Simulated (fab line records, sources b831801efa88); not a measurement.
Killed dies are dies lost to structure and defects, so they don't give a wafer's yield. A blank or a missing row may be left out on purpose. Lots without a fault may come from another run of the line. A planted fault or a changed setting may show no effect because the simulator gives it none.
fab line records | flow sky130
record lots=5 wafers=15 last_day=50
route steps=708 shown LDD_HVP@280 LDD_LDN@289 SPACER@304 POLY_CUT@307
lots that met no fault: from a run of the same line without faults
start_h: hours from the record's first day to the start of the lot's first wafer shown | wait_h: hours since the lot's step before | " the same as in the row above | L1.1+2: a row that stands for several wafers | - no value, or no start given | * or withheld: withheld | < > ~ a bound
route shown NAME@n: a module of which the file shows steps, and the number in the route of the first | usual: mean/standard deviation of fault-free wafers | same: alike in all rows | chamber/n: place in a boat | sites: the reading at each site | _std_site: their standard deviation | _edge_site: outer sites' mean less inner sites' | radius_mm: how far each site lies from the wafer's centre | mask NAME#n: copy n | behind: the tool/chamber that last shaped the wafer | hold: why the lot was held/for how many hours/how that ended | device: the transistor (n, p or np) that didn't switch | end of line: the same wafers' tests at the end of the route | a step without rows: its recipe alone | killed: dies lost to structure and defects at the first sort, not the wafer's yield | map: a wafer's dies, x killed, . not, _ none there
set.NAME: the setting as run; set.NAME@STEP: as run at that earlier step | model.NAME: the simulator's own value behind a step, which no gauge read
lots at some steps of the route; a table a step, a row a wafer
services: from which hour (start_h, from the record's first day; less than 0 if before it) a tool's chamber was out of use, for how many hours, and why
## steps
# step SKY_LDD_HVP_COAT_02
# recipe resist=NOVOLAK spin_rpm=3000 resist_thk_nm=300
# usual resist_line_temp_C=23.01/0.11
# columns lot.wafer tool chamber start_h wait_h resist_line_temp_C
L074.1 litho_track-04 0 513.38 0.1 22.99
L074.5 " 0 " " 23.11
L074.6 " 0 " " 22.91
L075.1 litho_track-03 0 517.63 0.1 23.03
L075.2 " 0 " " 23.05
L075.5 " 0 " " 22.93
L076.1 litho_track-01 0 532.66 0.1 22.91
L076.3 " 0 " " 22.92
L076.4 " 0 " " 23.08
L082.3 litho_track-04 0 570.73 0.1 23.28
L082.4 " 0 " " 23.07
L082.5 " 0 " " 23.15
L093.2 litho_track-01 0 662.98 0.1 22.84
L093.3 " 0 " " 22.98
L093.4 " 0 " " 23.08
# step SKY_LDD_HVP_SOFTBAKE_03
# recipe temp_c=90 time_s=60 resist=NOVOLAK
# usual resist_line_temp_C=23.00/0.11
# columns lot.wafer tool chamber start_h wait_h resist_line_temp_C
L074.1 litho_track-04 0 513.53 0.1 23.22
L074.5 " 0 " " 23.08
L074.6 " 0 " " 22.98
L075.1 litho_track-03 0 517.78 0.1 22.88
L075.2 " 0 " " 23.00
L075.5 " 0 " " 23.06
L076.1 litho_track-01 0 532.81 0.1 23.07
L076.3 " 0 " " 23.19
L076.4 " 0 " " 23.17
L082.3 litho_track-04 0 570.88 0.1 23.11
L082.4 " 0 " " 23.11
L082.5 " 0 " " 23.01
L093.2 litho_track-01 0 663.13 0.1 22.74
L093.3 " 0 " " 22.89
L093.4 " 0 " " 23.04
# step SKY_LDD_HVP_EXPOSE_04
# recipe mask_id=HVPTM na=0.6 source_shape=conventional sigma_outer=0.6 polarization=unpolarized target_cd_nm=700 dose_mj=86
# usual stage_vel_mm_s=500.01/0.27
# columns lot.wafer tool chamber start_h wait_h mask stage_vel_mm_s
L074.1 iline_stepper-01 0 - - HVPTM#0 500.32
L074.5 " 0 " " HVPTM#0 500.14
L074.6 " 0 " " HVPTM#0 500.00
L075.1 iline_stepper-01 0 - - HVPTM#0 500.11
L075.2 " 0 " " HVPTM#0 499.49
L075.5 " 0 " " HVPTM#0 499.98
L076.1 iline_stepper-02 0 - - HVPTM#0 500.05
L076.3 " 0 " " HVPTM#0 499.68
L076.4 " 0 " " HVPTM#0 499.47
L082.3 iline_stepper-01 0 - - HVPTM#0 500.05
L082.4 " 0 " " HVPTM#0 500.06
L082.5 " 0 " " HVPTM#0 499.84
L093.2 iline_stepper-01 0 - - HVPTM#0 499.76
L093.3 " 0 " " HVPTM#0 500.04
L093.4 " 0 " " HVPTM#0 499.82
# step SKY_LDD_HVP_PEB_05
# recipe temp_c=withheld time_s=* resist=NOVOLAK
# usual resist_line_temp_C=*
# columns lot.wafer tool chamber start_h wait_h resist_line_temp_C
L074.1 litho_track-01 0 - - *
L074.5 " 0 " " *
L074.6 " 0 " " *
L075.1 litho_track-01 0 - - *
L075.2 " 0 " " *
L075.5 " 0 " " *
L076.1 litho_track-04 0 - - *
L076.3 " 0 " " *
L076.4 " 0 " " *
L082.3 litho_track-04 0 - - *
L082.4 " 0 " " *
L082.5 " 0 " " *
L093.2 litho_track-03 0 - - *
L093.3 " 0 " " *
L093.4 " 0 " " *
# step SKY_LDD_HVP_DEVELOP_06
# recipe resist=NOVOLAK developer=TMAH develop_time_s=60 dev_temp_c=23
# usual resist_line_temp_C=23.00/0.11
# columns lot.wafer tool chamber start_h wait_h resist_line_temp_C
L074.1 litho_track-01 0 529.36 0.1 23.04
L074.5 " 0 " " 23.03
L074.6 " 0 " " 23.10
L075.1 litho_track-01 0 533.81 0.1 23.04
L075.2 " 0 " " 23.05
L075.5 " 0 " " 22.99
L076.1 litho_track-04 0 547.88 0.1 23.10
L076.3 " 0 " " 23.07
L076.4 " 0 " " 22.95
L082.3 litho_track-04 0 586.13 0.1 22.87
L082.4 " 0 " " 22.82
L082.5 " 0 " " 22.81
L093.2 litho_track-03 0 676.96 0.1 23.08
L093.3 " 0 " " 23.11
L093.4 " 0 " " 23.07
# step SKY_LDD_HVP_OVL_MEAS_07
# usual LDD_HVP_OVL=-1.0/1.2
# columns lot.wafer tool chamber start_h wait_h LDD_HVP_OVL[nm]
L074.1 overlay-01 - 529.51 0.1 -0.2
L074.5 " - " " -0.3
L074.6 " - " " 0.0
L075.1 overlay-02 - 533.96 0.1 -2.3
L075.2 " - " " -1.8
L075.5 " - " " -3.1
L076.1 overlay-02 - 548.03 0.1 -0.3
L076.3 " - " " -2.1
L076.4 " - " " -1.1
L082.3 overlay-01 - 586.24 0.1 -0.7
L082.4 " - " " -0.7
L082.5 " - " " -1.0
L093.2 overlay-02 - 677.09 0.1 -0.8
L093.3 " - " " -0.8
L093.4 " - " " -1.0
# step SKY_LDD_HVP_IMPLANT_08
# recipe species=B energy_kev=20 dose_cm2=1.7e+13 tilt_deg=17.9
# usual faraday_current_uA=95.9/2
# columns lot.wafer tool chamber start_h wait_h faraday_current_uA
L074.1 implanter-02 0 529.54 0.0 94.4
L074.5 " 0 " " 95.6
L074.6 " 0 " " 93.6
L075.1 implanter-01 0 533.99 0.0 96.5
L075.2 " 0 " " 96.7
L075.5 " 0 " " 93.6
L076.1 implanter-02 0 548.07 0.0 97.3
L076.3 " 0 " " 97.4
L076.4 " 0 " " 97.9
L082.3 implanter-01 0 586.32 0.1 93.0
L082.4 " 0 " " 95.6
L082.5 " 0 " " 98.0
L093.2 implanter-04 0 677.15 0.0 96.5
L093.3 " 0 " " 98.6
L093.4 " 0 " " 94.9
# step SKY_LDD_HVP_STRIP_09
# recipe chemistry=O2/N2 power_w=1400 pressure_mtorr=1500 platen_temp_c=withheld o2_flow_sccm=3000 n2_flow_sccm=300 overash_fraction=0.5
# usual drypump_motor_current_A=5.8/0.55 oes_product_au=0.408/0.0047 strip_time_to_endpoint_s=4.136/0.013
# columns lot.wafer tool chamber start_h wait_h drypump_motor_current_A oes_product_au rf_hours_counter_h strip_time_to_endpoint_s
L074.1 plasma_asher-03 1 529.69 0.1 6.8 0.417 71 4.153
L074.5 " 0 " " 5.9 0.406 - 4.159
L074.6 " 1 " " 6.8 0.409 - 4.144
L075.1 plasma_asher-03 1 534.14 0.1 6.8 0.408 72 4.139
L075.2 " 0 " " 5.9 0.409 72 4.134
L075.5 " 0 " " 5.9 0.412 - 4.138
L076.1 plasma_asher-03 1 548.22 0.1 6.8 0.415 73 4.138
L076.3 " 0 " " 5.9 0.408 - 4.160
L076.4 " 1 " " 6.8 0.414 - 4.139
L082.3 plasma_asher-01 1 586.45 0.1 5.6 0.409 - 4.135
L082.4 " 0 " " 5.2 0.408 - 4.125
L082.5 " 0 " " 5.1 0.409 - 4.139
L093.2 plasma_asher-01 1 677.27 0.1 5.6 0.408 56 4.130
L093.3 " 0 " " 5.2 0.408 - 4.143
L093.4 " 1 " " 5.6 0.410 - 4.144
# step SKY_LDD_HVP_TW_MEAS_10
# usual LDD_HVP_TW=458/5.6
# columns lot.wafer tool chamber start_h wait_h LDD_HVP_TW
L074.1 film_metro-01 - 529.79 0.1 455
L074.5 " - " " 456
L074.6 " - " " 454
L075.1 film_metro-04 - 534.24 0.1 459
L075.2 " - " " 459
L075.5 " - " " 458
L076.1 film_metro-04 - 548.32 0.1 461
L076.3 " - " " 462
L076.4 " - " " 461
L082.3 film_metro-02 - 586.54 0.1 461
L082.4 " - " " 462
L082.5 " - " " 462
L093.2 film_metro-04 - 677.38 0.1 461
L093.3 " - " " 467
L093.4 " - " " 464
# step SKY_LDD_LDN_DEHYDRATE_00
# recipe temp_c=200 time_s=60
# usual resist_line_temp_C=23.00/0.11
# columns lot.wafer tool chamber start_h wait_h resist_line_temp_C
L074.1 litho_track-04 0 543.78 14.0 23.10
L074.5 " 0 " " 23.11
L074.6 " 0 " " 22.94
L075.1 litho_track-04 0 548.38 14.1 22.87
L075.2 " 0 " " 22.84
L075.5 " 0 " " 22.81
L076.1 litho_track-04 0 563.28 15.0 23.05
L076.3 " 0 " " 23.14
L076.4 " 0 " " 23.02
L082.3 litho_track-03 0 600.63 14.1 23.06
L082.4 " 0 " " 23.01
L082.5 " 0 " " 22.98
L093.2 litho_track-02 0 691.40 14.0 22.89
L093.3 " 0 " " 23.09
L093.4 " 0 " " 23.07
# step SKY_LDD_LDN_HMDS_01
# recipe prime_time_s=60 prime_temp_c=120
# usual resist_line_temp_C=23.00/0.12
# columns lot.wafer tool chamber start_h wait_h resist_line_temp_C
L074.1 litho_track-04 0 543.93 0.1 22.95
L074.5 " 0 " " 23.15
L074.6 " 0 " " 23.14
L075.1 litho_track-04 0 548.53 0.1 22.95
L075.2 " 0 " " 23.05
L075.5 " 0 " " 22.92
L076.1 litho_track-04 0 563.43 0.1 22.99
L076.3 " 0 " " 23.15
L076.4 " 0 " " 23.04
L082.3 litho_track-03 0 600.78 0.1 23.15
L082.4 " 0 " " 23.02
L082.5 " 0 " " 23.01
L093.2 litho_track-02 0 691.55 0.1 23.08
L093.3 " 0 " " 22.85
L093.4 " 0 " " 22.93
# step SKY_LDD_LDN_COAT_02
# recipe resist=NOVOLAK spin_rpm=3000 resist_thk_nm=1140
# usual resist_line_temp_C=22.98/0.097
# columns lot.wafer tool chamber start_h wait_h resist_line_temp_C
L074.1 litho_track-04 0 544.08 0.1 23.17
L074.5 " 0 " " 23.20
L074.6 " 0 " " 22.95
L075.1 litho_track-04 0 548.68 0.1 22.99
L075.2 " 0 " " 22.90
L075.5 " 0 " " 22.88
L076.1 litho_track-04 0 563.58 0.1 23.06
L076.3 " 0 " " 22.91
L076.4 " 0 " " 22.87
L082.3 litho_track-03 0 600.93 0.1 22.96
L082.4 " 0 " " 22.90
L082.5 " 0 " " 22.91
L093.2 litho_track-02 0 691.70 0.1 23.01
L093.3 " 0 " " 22.93
L093.4 " 0 " " 22.93
# step SKY_LDD_LDN_SOFTBAKE_03
# recipe temp_c=90 time_s=60 resist=NOVOLAK
# usual resist_line_temp_C=22.99/0.099
# columns lot.wafer tool chamber start_h wait_h resist_line_temp_C
L074.1 litho_track-04 0 544.23 0.1 22.85
L074.5 " 0 " " 23.06
L074.6 " 0 " " 22.97
L075.1 litho_track-04 0 548.83 0.1 23.14
L075.2 " 0 " " 22.91
L075.5 " 0 " " 23.04
L076.1 litho_track-04 0 563.73 0.1 22.80
L076.3 " 0 " " 23.00
L076.4 " 0 " " 23.04
L082.3 litho_track-03 0 601.08 0.1 22.97
L082.4 " 0 " " 23.04
L082.5 " 0 " " 22.99
L093.2 litho_track-02 0 691.85 0.1 23.17
L093.3 " 0 " " 23.02
L093.4 " 0 " " 23.11
# step SKY_LDD_LDN_EXPOSE_04
# recipe mask_id=LDNTM na=0.6 source_shape=conventional sigma_outer=0.6 polarization=unpolarized target_cd_nm=700 dose_mj=140
# usual stage_vel_mm_s=499.93/0.24
# columns lot.wafer tool chamber start_h wait_h mask stage_vel_mm_s
L074.1 iline_stepper-02 0 - - LDNTM#0 500.09
L074.5 " 0 " " LDNTM#0 500.16
L074.6 " 0 " " LDNTM#0 500.13
L075.1 iline_stepper-01 0 - - LDNTM#0 499.74
L075.2 " 0 " " LDNTM#0 499.67
L075.5 " 0 " " LDNTM#0 499.73
L076.1 iline_stepper-02 0 - - LDNTM#0 499.97
L076.3 " 0 " " LDNTM#0 500.04
L076.4 " 0 " " LDNTM#0 499.47
L082.3 iline_stepper-02 0 - - LDNTM#0 500.05
L082.4 " 0 " " LDNTM#0 500.30
L082.5 " 0 " " LDNTM#0 500.15
L093.2 iline_stepper-01 0 - - LDNTM#0 499.77
L093.3 " 0 " " LDNTM#0 499.73
L093.4 " 0 " " LDNTM#0 499.43
# step SKY_LDD_LDN_PEB_05
# recipe temp_c=withheld time_s=* resist=NOVOLAK
# usual resist_line_temp_C=*
# columns lot.wafer tool chamber start_h wait_h resist_line_temp_C
L074.1 litho_track-02 0 - - *
L074.5 " 0 " " *
L074.6 " 0 " " *
L075.1 litho_track-02 0 - - *
L075.2 " 0 " " *
L075.5 " 0 " " *
L076.1 litho_track-04 0 - - *
L076.3 " 0 " " *
L076.4 " 0 " " *
L082.3 litho_track-02 0 - - *
L082.4 " 0 " " *
L082.5 " 0 " " *
L093.2 litho_track-02 0 - - *
L093.3 " 0 " " *
L093.4 " 0 " " *
# step SKY_LDD_LDN_DEVELOP_06
# recipe resist=NOVOLAK developer=TMAH develop_time_s=60 dev_temp_c=23
# usual resist_line_temp_C=23.00/0.11
# columns lot.wafer tool chamber start_h wait_h resist_line_temp_C
L074.1 litho_track-02 0 559.22 0.1 23.01
L074.5 " 0 " " 22.82
L074.6 " 0 " " 22.87
L075.1 litho_track-02 0 564.22 0.1 23.06
L075.2 " 0 " " 23.10
L075.5 " 0 " " 23.04
L076.1 litho_track-04 0 578.18 0.1 23.02
L076.3 " 0 " " 22.92
L076.4 " 0 " " 23.19
L082.3 litho_track-02 0 615.52 0.1 22.74
L082.4 " 0 " " 22.93
L082.5 " 0 " " 22.83
L093.2 litho_track-02 0 706.15 0.1 23.23
L093.3 " 0 " " 23.07
L093.4 " 0 " " 23.08
# step SKY_LDD_LDN_OVL_MEAS_07
# usual LDD_LDN_OVL=0.8/1.3
# columns lot.wafer tool chamber start_h wait_h LDD_LDN_OVL[nm]
L074.1 overlay-02 - 559.37 0.1 -0.3
L074.5 " - " " 0.4
L074.6 " - " " -1.1
L075.1 overlay-02 - 564.37 0.1 -0.5
L075.2 " - " " 0.3
L075.5 " - " " -0.3
L076.1 overlay-02 - 578.33 0.1 0.6
L076.3 " - " " 1.1
L076.4 " - " " 1.1
L082.3 overlay-01 - 615.63 0.1 1.5
L082.4 " - " " 1.4
L082.5 " - " " 3.1
L093.2 overlay-01 - 706.28 0.1 2.0
L093.3 " - " " 1.5
L093.4 " - " " 2.0
# step SKY_LDD_LDN_IMPLANT_08
# recipe species=As energy_kev=15 dose_cm2=1.25e+13 tilt_deg=withheld rotation_deg=23
# usual faraday_current_uA=70.4/1.5
# columns lot.wafer tool chamber start_h wait_h faraday_current_uA
L074.1 implanter-01 0 559.41 0.0 68.7
L074.5 " 0 " " 72.2
L074.6 " 0 " " 71.8
L075.1 implanter-04 0 564.41 0.0 69.6
L075.2 " 0 " " 70.0
L075.5 " 0 " " 69.7
L076.1 implanter-03 0 578.37 0.0 70.4
L076.3 " 0 " " 70.3
L076.4 " 0 " " 68.1
L082.3 implanter-04 0 615.71 0.1 71.7
L082.4 " 0 " " 74.1
L082.5 " 0 " " 70.2
L093.2 implanter-01 0 706.33 0.0 68.3
L093.3 " 0 " " 70.5
L093.4 " 0 " " 69.0
# step SKY_LDD_LDN_IMPLANT_09
# recipe species=As energy_kev=15 dose_cm2=1.25e+13 tilt_deg=withheld rotation_deg=113
# usual faraday_current_uA=70.5/1.3
# columns lot.wafer tool chamber start_h wait_h faraday_current_uA
L074.1 implanter-01 0 559.56 0.1 72.8
L074.5 " 0 " " 69.7
L074.6 " 0 " " 69.2
L075.1 implanter-04 0 564.56 0.1 72.4
L075.2 " 0 " " 71.4
L075.5 " 0 " " 70.9
L076.1 implanter-03 0 578.52 0.1 68.4
L076.3 " 0 " " 69.5
L076.4 " 0 " " 71.5
L082.3 implanter-04 0 615.86 0.1 70.4
L082.4 " 0 " " 67.2
L082.5 " 0 " " 69.6
L093.2 implanter-01 0 706.48 0.1 72.2
L093.3 " 0 " " 72.4
L093.4 " 0 " " 70.7
# step SKY_LDD_LDN_IMPLANT_10
# recipe species=As energy_kev=15 dose_cm2=1.25e+13 tilt_deg=withheld rotation_deg=203
# usual faraday_current_uA=70.6/1.3
# columns lot.wafer tool chamber start_h wait_h faraday_current_uA
L074.1 implanter-01 0 559.71 0.1 72.0
L074.5 " 0 " " 70.0
L074.6 " 0 " " 69.5
L075.1 implanter-04 0 564.71 0.1 69.6
L075.2 " 0 " " 69.1
L075.5 " 0 " " 72.8
L076.1 implanter-03 0 578.67 0.1 69.1
L076.3 " 0 " " 71.9
L076.4 " 0 " " 70.5
L082.3 implanter-04 0 616.01 0.1 71.9
L082.4 " 0 " " 70.7
L082.5 " 0 " " 71.0
L093.2 implanter-01 0 706.63 0.1 70.4
L093.3 " 0 " " 69.3
L093.4 " 0 " " 72.8
# step SKY_LDD_LDN_IMPLANT_11
# recipe species=As energy_kev=15 dose_cm2=1.25e+13 tilt_deg=withheld rotation_deg=293
# usual faraday_current_uA=70.4/1.4
# columns lot.wafer tool chamber start_h wait_h faraday_current_uA
L074.1 implanter-01 0 559.86 0.1 71.8
L074.5 " 0 " " 68.9
L074.6 " 0 " " 69.6
L075.1 implanter-04 0 564.86 0.1 73.0
L075.2 " 0 " " 69.9
L075.5 " 0 " " 68.6
L076.1 implanter-03 0 578.82 0.1 69.5
L076.3 " 0 " " 68.5
L076.4 " 0 " " 72.0
L082.3 implanter-04 0 616.16 0.1 68.7
L082.4 " 0 " " 72.5
L082.5 " 0 " " 72.0
L093.2 implanter-01 0 706.78 0.1 69.8
L093.3 " 0 " " 70.4
L093.4 " 0 " " 70.0
# step SKY_LDD_LDN_STRIP_12
# recipe chemistry=O2/N2 power_w=1400 pressure_mtorr=1500 platen_temp_c=withheld o2_flow_sccm=3000 n2_flow_sccm=300 overash_fraction=0.5
# usual drypump_motor_current_A=6.2/0.51 oes_product_au=0.715/0.0038 strip_time_to_endpoint_s=14.18/0.046
# columns lot.wafer tool chamber start_h wait_h drypump_motor_current_A oes_product_au rf_hours_counter_h strip_time_to_endpoint_s
L074.1 plasma_asher-04 0 560.01 0.1 6.5 0.711 87 14.08
L074.5 " 1 " " 6.3 0.719 - 14.15
L074.6 " 0 " " 6.5 0.719 - 14.14
L075.1 plasma_asher-04 1 565.01 0.1 6.3 0.717 88 14.24
L075.2 " 0 " " 6.5 0.712 88 14.23
L075.5 " 1 " " 6.3 0.710 - 14.25
L076.1 plasma_asher-01 0 578.97 0.1 5.1 0.716 46 14.24
L076.3 " 1 " " 5.6 0.715 - 14.25
L076.4 " 0 " " 5.1 0.719 - 14.25
L082.3 plasma_asher-04 0 616.29 0.1 6.5 0.717 - 14.21
L082.4 " 1 " " 6.3 0.718 - 14.25
L082.5 " 0 " " 6.5 0.714 - 14.21
L093.2 plasma_asher-04 1 706.91 0.1 6.3 0.711 102 14.11
L093.3 " 0 " " 6.5 0.706 - 14.10
L093.4 " 1 " " 6.3 0.713 - 14.15
# step SKY_LDD_LDN_TW_MEAS_13
# usual LDD_LDN_TW=1478/23
# columns lot.wafer tool chamber start_h wait_h LDD_LDN_TW
L074.1 film_metro-03 - 560.11 0.1 1452
L074.5 " - " " 1454
L074.6 " - " " 1454
L075.1 film_metro-04 - 565.11 0.1 1503
L075.2 " - " " 1497
L075.5 " - " " 1502
L076.1 film_metro-03 - 579.07 0.1 1462
L076.3 " - " " 1464
L076.4 " - " " 1457
L082.3 film_metro-02 - 616.38 0.1 1499
L082.4 " - " " 1501
L082.5 " - " " 1492
L093.2 film_metro-04 - 707.02 0.1 1500
L093.3 " - " " 1507
L093.4 " - " " 1499
# step SKY_LDD_LDN_CLEAN_14
# recipe chemistry=SC1/SC2 mix=1:4:20 temp_c=70 time_s=150 dry=n2_spin
# columns lot.wafer tool chamber start_h wait_h
L074.1+5+6 wet_bench-01 1 560.17 0.1
L075.1+2+5 wet_bench-01 1 565.17 0.1
L076.1+3+4 wet_bench-04 1 579.13 0.1
L082.3+4+5 wet_bench-03 1 616.42 0.0
L093.2+3+4 wet_bench-01 0 707.07 0.0
# step SKY_SPACER_CVD_00
# recipe material=Si3N4 precursor=DCS/NH3 target_thk_nm=43.1 temp_c=770 time_s=740 pressure_mtorr=250
# usual zone_power_centre_pct=11.3/0.34 zone_power_lower_pct=15.6/0.34
# columns lot.wafer tool chamber start_h wait_h zone_power_centre_pct zone_power_lower_pct
L074.1 lpcvd-02 0 560.98 0.8 10.9 15.4
L074.5 " 0 " " 10.8 15.2
L074.6 " 0 " " 11.1 15.3
L075.1 lpcvd-02 1 565.22 0.0 11.6 15.8
L075.2 " 1 " " 11.4 15.9
L075.5 " 1 " " 11.5 16.0
L076.1 lpcvd-02 0 579.18 0.0 11.0 15.2
L076.3 " 0 " " 11.0 15.3
L076.4 " 0 " " 11.1 15.2
L082.3 lpcvd-02 1 616.47 0.0 11.5 15.8
L082.4 " 1 " " 11.7 15.9
L082.5 " 1 " " 11.3 15.9
L093.2 lpcvd-02 1 707.12 0.0 11.6 15.9
L093.3 " 1 " " 11.7 16.0
L093.4 " 1 " " 11.4 15.8
# step SKY_SPACER_THK_MEAS_01
# recipe reads=Si3N4_of_SPACER_CVD_00
# usual SPACER_CVD_00_THK=43.0/0.36
# columns lot.wafer tool chamber start_h wait_h SPACER_CVD_00_THK[nm]
L074.1 film_metro-01 - 562.19 0.0 43.3
L074.5 " - " " 43.1
L074.6 " - " " 42.8
L075.1 film_metro-04 - 566.42 0.0 43.1
L075.2 " - " " 43.1
L075.5 " - " " 43.2
L076.1 film_metro-01 - 580.38 0.0 42.8
L076.3 " - " " 42.7
L076.4 " - " " 43.0
L082.3 film_metro-04 - 617.70 0.0 43.2
L082.4 " - " " 43.1
L082.5 " - " " 43.1
L093.2 film_metro-03 - 708.33 0.0 43.2
L093.3 " - " " 43.1
L093.4 " - " " 43.1
# step SKY_SPACER_ETCHBACK_02
# recipe chemistry=CH3F/O2 target=Si3N4 stop_on=SiO2 source_w=400 bias_w=80 pressure_mtorr=25 ch3f_flow_sccm=40 O2_flow_sccm=30 time_s=46.7 target_depth_a=450
# usual drypump_motor_current_A=5.7/0.32 oes_product_au=0.854/0.006 throttle_valve_pct=10.562/0.009
# columns lot.wafer tool chamber start_h wait_h drypump_motor_current_A oes_product_au rf_hours_counter_h throttle_valve_pct
L074.1 rie_diel-04 3 562.25 0.1 5.5 0.859 1 10.571
L074.5 " 1 " " 5.8 0.855 - 10.560
L074.6 " 0 " " 5.4 0.854 - 10.562
L075.1 rie_diel-03 0 566.48 0.1 6.0 0.855 67 10.544
L075.2 " 2 " " 5.6 0.852 10 10.556
L075.5 " 3 " " 5.4 0.857 - 10.567
L076.1 rie_diel-02 0 580.44 0.1 5.9 0.844 43 10.562
L076.3 " 3 " " 5.5 0.846 70 10.560
L076.4 " 2 " " 5.6 0.861 45 10.569
L082.3 rie_diel-04 2 617.74 0.0 5.5 0.854 5 10.550
L082.4 " 3 " " 5.5 0.851 - 10.559
L082.5 " 2 " " 5.4 0.851 - 10.563
L093.2 rie_diel-04 2 708.38 0.0 5.5 0.865 7 10.572
L093.3 " 1 " " 5.8 0.861 17 10.563
L093.4 " 3 " " 5.5 0.848 4 10.565
# step SKY_POLY_CUT_DEHYDRATE_00
# recipe temp_c=200 time_s=60
# usual resist_line_temp_C=22.97/0.11
# columns lot.wafer tool chamber start_h wait_h resist_line_temp_C
L074.1 litho_track-02 0 576.42 14.2 22.97
L074.5 " 0 " " 22.79
L074.6 " 0 " " 22.91
L075.1 litho_track-04 0 579.63 13.1 22.91
L075.2 " 0 " " 22.99
L075.5 " 0 " " 23.07
L076.1 litho_track-02 0 595.12 14.7 22.94
L076.3 " 0 " " 22.98
L076.4 " 0 " " 22.90
L082.3 litho_track-02 0 632.12 14.4 23.03
L082.4 " 0 " " 23.05
L082.5 " 0 " " 23.03
L093.2 litho_track-01 0 722.33 13.9 22.98
L093.3 " 0 " " 22.89
L093.4 " 0 " " 22.95
# step SKY_POLY_CUT_HMDS_01
# recipe prime_time_s=60 prime_temp_c=120
# usual resist_line_temp_C=23.00/0.094
# columns lot.wafer tool chamber start_h wait_h resist_line_temp_C
L074.1 litho_track-02 0 576.57 0.1 23.01
L074.5 " 0 " " 22.97
L074.6 " 0 " " 22.83
L075.1 litho_track-04 0 579.78 0.1 22.95
L075.2 " 0 " " 22.87
L075.5 " 0 " " 23.09
L076.1 litho_track-02 0 595.27 0.1 23.04
L076.3 " 0 " " 23.10
L076.4 " 0 " " 23.10
L082.3 litho_track-02 0 632.27 0.1 22.93
L082.4 " 0 " " 23.03
L082.5 " 0 " " 22.88
L093.2 litho_track-01 0 722.48 0.1 23.07
L093.3 " 0 " " 22.98
L093.4 " 0 " " 22.93
# step SKY_POLY_CUT_COAT_02
# recipe resist=BARC temp_c=withheld time_s=withheld spin_rpm=3000 resist_thk_nm=60
# usual resist_line_temp_C=*
# columns lot.wafer tool chamber start_h wait_h resist_line_temp_C
L074.1 litho_track-02 0 576.72 0.1 *
L074.5 " 0 " " *
L074.6 " 0 " " *
L075.1 litho_track-04 0 579.93 0.1 *
L075.2 " 0 " " *
L075.5 " 0 " " *
L076.1 litho_track-02 0 595.42 0.1 *
L076.3 " 0 " " *
L076.4 " 0 " " *
L082.3 litho_track-02 0 632.42 0.1 *
L082.4 " 0 " " *
L082.5 " 0 " " *
L093.2 litho_track-01 0 722.63 0.1 *
L093.3 " 0 " " *
L093.4 " 0 " " *
# step SKY_POLY_CUT_COAT_03
# recipe resist=KrF-thick spin_rpm=3000 resist_thk_nm=450
# usual resist_line_temp_C=23.00/0.11
# columns lot.wafer tool chamber start_h wait_h resist_line_temp_C
L074.1 litho_track-02 0 - - 22.95
L074.5 " 0 " " 23.03
L074.6 " 0 " " 23.12
L075.1 litho_track-04 0 - - 23.03
L075.2 " 0 " " 23.03
L075.5 " 0 " " 23.03
L076.1 litho_track-02 0 - - 22.86
L076.3 " 0 " " 22.76
L076.4 " 0 " " 22.79
L082.3 litho_track-02 0 - - 22.85
L082.4 " 0 " " 23.00
L082.5 " 0 " " 22.96
L093.2 litho_track-01 0 - - 22.84
L093.3 " 0 " " 22.92
L093.4 " 0 " " 23.11
# step SKY_POLY_CUT_SOFTBAKE_04
# recipe temp_c=100 time_s=90 resist=KrF-thick
# usual resist_line_temp_C=23.00/0.1
# columns lot.wafer tool chamber start_h wait_h resist_line_temp_C
L074.1 litho_track-02 0 - - 23.07
L074.5 " 0 " " 22.95
L074.6 " 0 " " 23.15
L075.1 litho_track-04 0 - - 22.87
L075.2 " 0 " " 23.06
L075.5 " 0 " " 22.93
L076.1 litho_track-02 0 - - 22.71
L076.3 " 0 " " 22.92
L076.4 " 0 " " 22.92
L082.3 litho_track-02 0 - - 23.07
L082.4 " 0 " " 22.88
L082.5 " 0 " " 22.88
L093.2 litho_track-01 0 - - 23.14
L093.3 " 0 " " 23.08
L093.4 " 0 " " 23.14
# step SKY_POLY_CUT_EXPOSE_05
# recipe mask_id=NPCM na=0.8 source_shape=annular sigma_inner=0.55 sigma_outer=0.85 target_cd_nm=270 dose_mj=32
# usual stage_vel_mm_s=499.99/0.24
# columns lot.wafer tool chamber start_h wait_h mask stage_vel_mm_s
L074.1 krf_scanner-02 0 - - NPCM#0 499.88
L074.5 " 0 " " NPCM#0 500.08
L074.6 " 0 " " NPCM#0 499.81
L075.1 krf_scanner-02 0 - - NPCM#0 500.54
L075.2 " 0 " " NPCM#0 500.05
L075.5 " 0 " " NPCM#0 500.26
L076.1 krf_scanner-01 0 - - NPCM#0 500.15
L076.3 " 0 " " NPCM#0 500.40
L076.4 " 0 " " NPCM#0 500.07
L082.3 krf_scanner-02 0 - - NPCM#0 499.96
L082.4 " 0 " " NPCM#0 500.13
L082.5 " 0 " " NPCM#0 500.06
L093.2 krf_scanner-01 0 - - NPCM#0 499.90
L093.3 " 0 " " NPCM#0 499.99
L093.4 " 0 " " NPCM#0 500.20
# step SKY_POLY_CUT_PEB_06
# recipe peb_temp_c=withheld peb_time_s=withheld resist=KrF-thick
# usual resist_line_temp_C=*
# columns lot.wafer tool chamber start_h wait_h resist_line_temp_C
L074.1 litho_track-04 0 - - *
L074.5 " 0 " " *
L074.6 " 0 " " *
L075.1 litho_track-01 0 - - *
L075.2 " 0 " " *
L075.5 " 0 " " *
L076.1 litho_track-01 0 - - *
L076.3 " 0 " " *
L076.4 " 0 " " *
L082.3 litho_track-02 0 - - *
L082.4 " 0 " " *
L082.5 " 0 " " *
L093.2 litho_track-02 0 - - *
L093.3 " 0 " " *
L093.4 " 0 " " *
## services
# columns tool chamber start_h hours kind
plasma_asher-04 - 515.10 0.9 repair
iline_stepper-01 - 527.19 2.6 repair
implanter-04 - 527.80 0.9 repair
iline_stepper-02 - 529.07 2.2 repair
implanter-04 - 530.71 0.7 repair
iline_stepper-01 - 531.27 4.4 pm
iline_stepper-01 - 532.44 4.5 repair
iline_stepper-02 - 549.62 1.7 pm
implanter-04 - 559.85 2.7 repair
lpcvd-02 - 602.63 2.8 pm
iline_stepper-01 - 612.31 8.6 repair
plasma_asher-04 - 624.04 1.3 repair
implanter-04 - 641.97 1.2 repair
implanter-03 - 645.58 4.7 repair
plasma_asher-04 - 650.11 0.3 repair
implanter-03 - 658.72 1.6 repair
iline_stepper-01 - 670.34 1.7 pm
implanter-04 - 673.62 3.3 pm
plasma_asher-04 - 679.44 2.8 pm
implanter-03 - 695.74 4.5 pm
iline_stepper-01 - 701.76 5.0 repair
implanter-04 - 706.53 3.0 repair
implanter-03 - 721.31 2.1 repair
implanter-01 - 722.34 4.1 pm
## key
fault none
